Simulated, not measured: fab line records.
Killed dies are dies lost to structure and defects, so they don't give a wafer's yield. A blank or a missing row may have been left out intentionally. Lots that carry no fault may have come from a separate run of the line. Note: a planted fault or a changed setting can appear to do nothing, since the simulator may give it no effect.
2 desks looking at one fault	flow sky130	numbers are kept per desk, each desk with only its own; the story behind them comes last

METROLOGY DESK
What the gauges read for every lot (on any tool): the sampled wafers with a number, averaged. The brackets show how far a lot's mean lies from the usual mean; more than 4 standard deviations puts the lot out of limits, marked OUT.
Columns: A = VIA2_W_RS at SKY_VIA2_RS_MEAS_22, usual 0.272 ohm/sq; B = VIA2_W_THK at SKY_VIA2_THK_MEAS_23, usual 402 nm; C = CAPM_CVD_00_THK at SKY_CAPM_THK_MEAS_01, usual 15.58 nm; D = CAPM_TIN_RS at SKY_CAPM_RS_MEAS_03, usual 6.90 ohm/sq; E = CAPM_TIN_THK at SKY_CAPM_THK_MEAS_04, usual 197.4 nm; F = CAPM_OVL at SKY_CAPM_OVL_MEAS_12, usual 0.2 nm; G = cd-nm at SKY_METAL3_CD_MEAS_13, usual 300.6 nm
lot	first seen here	A	B	C	D	E	F	G
L461	day 37 09:26	0.267	401	15.38	6.90	199.1	1.1	302.3
L465	day 38 16:55	0.274	409	15.56	7.05	194.0	0.0	301.7
L466	day 39 01:26	0.271	398	15.96	6.86	196.9	0.9	302.9
L474	day 41 16:44	0.269	408	15.79	6.86	197.9	1.4	300.1
L476	day 42 00:26	0.272	402	15.62	6.97	194.5	-1.1	302.0
L477	day 42 01:49	0.271	399	15.40	6.94	197.0	0.5	300.8
L480	day 42 23:29	0.269	405	15.38	6.87	198.1	-0.3	298.5
This desk's finding: nothing out of limits on any of the 7 lots.

TOOL OWNER'S DESK, pvd-sputter-03
The tool's own readings at SKY_METAL3_SPUTTER_02 (material AlCu, target thk 735 nm, time 39.1 s): means of the sampled wafers that have a number, for each lot that ran on this tool. The brackets show how far a lot's mean lies from the usual mean; more than 4 standard deviations puts the lot out of limits, marked OUT.
Columns: A = throttle-valve-pct at SKY_METAL3_SPUTTER_02, usual 30.0 %
lot	first seen here	A
L461	day 37 09:58	30.0
L465	day 38 17:27	29.9
L466	day 39 02:14	28.8
L474	day 41 17:12	29.9
This desk's finding: nothing out of limits on any of the 4 lots.

BROUGHT TOGETHER
From the metrology desk's view, nothing was out of limits.
Nothing out of limits was seen by the tool owner's desk.

WHAT HAD BEEN PUT IN BY THE SIMULATOR
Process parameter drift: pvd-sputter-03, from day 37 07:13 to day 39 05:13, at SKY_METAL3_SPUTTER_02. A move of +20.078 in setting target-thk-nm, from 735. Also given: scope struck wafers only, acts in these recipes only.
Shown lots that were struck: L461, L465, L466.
